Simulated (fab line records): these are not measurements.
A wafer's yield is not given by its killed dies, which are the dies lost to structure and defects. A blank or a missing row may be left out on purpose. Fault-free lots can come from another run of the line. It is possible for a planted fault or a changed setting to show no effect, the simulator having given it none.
Chamber matching :: flow gf180mcu :: GF_STI_CMP_25 on cmp-02: 4 sister chambers
The step polishes, stops on Si3N4, t overpolish 33 s, target thk 524.6 nm. 4 wafers are shown with their chamber, then 8 later ones without.

WAFERS, EACH WITH ITS CHAMBER
wafer: L690.6
chamber: 2
motor-current-A (A): 13.6

wafer: L693.2
chamber: 3
motor-current-A (A): 12.0

wafer: L693.4
chamber: 0
motor-current-A (A): 12.6

wafer: L694.1
chamber: 1
motor-current-A (A): 12.7

WAFERS WITHOUT THEIR CHAMBER
wafer: L694.4
motor-current-A (A): 12.1

wafer: L694.6
motor-current-A (A): 12.9

wafer: L695.2
motor-current-A (A): 12.2

wafer: L695.3
motor-current-A (A): 12.8

wafer: L695.4
motor-current-A (A): 12.0

wafer: L696.4
motor-current-A (A): 12.3

wafer: L696.5
motor-current-A (A): 11.7

wafer: L696.6
motor-current-A (A): 13.1

WHICH CHAMBER EACH WENT THROUGH
wafer: L694.4
from the rows above: can't be placed: 3 or 0
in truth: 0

wafer: L694.6
from the rows above: can't be placed: 1 or 0
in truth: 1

wafer: L695.2
from the rows above: can't be placed: 3 or 0 or 1
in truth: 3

wafer: L695.3
from the rows above: can't be placed: 1 or 0
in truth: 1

wafer: L695.4
from the rows above: 3
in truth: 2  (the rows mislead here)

wafer: L696.4
from the rows above: can't be placed: 0 or 3 or 1
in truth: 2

wafer: L696.5
from the rows above: 3
in truth: 3

wafer: L696.6
from the rows above: can't be placed: 1 or 0 or 2
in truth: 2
Correctly placed: 1 of 8. Unplaceable from these rows: 6, with the true chamber sitting among the candidates in 5. Number placed wrongly: 1.
How it was worked out, from the rows above alone: a wafer's distance from a chamber is the root of the sum, over the readings, of the square of ((its reading less the chamber's mean) divided by the reading's scatter). The wafer belongs to the nearest chamber; if the next one is less than 2 further off, it can't be placed. For every chamber, the mean is computed from those of its wafers that are shown. The scatter: root of mean squared gap, hidden wafer to nearest shown wafer, with one shown wafer a chamber.
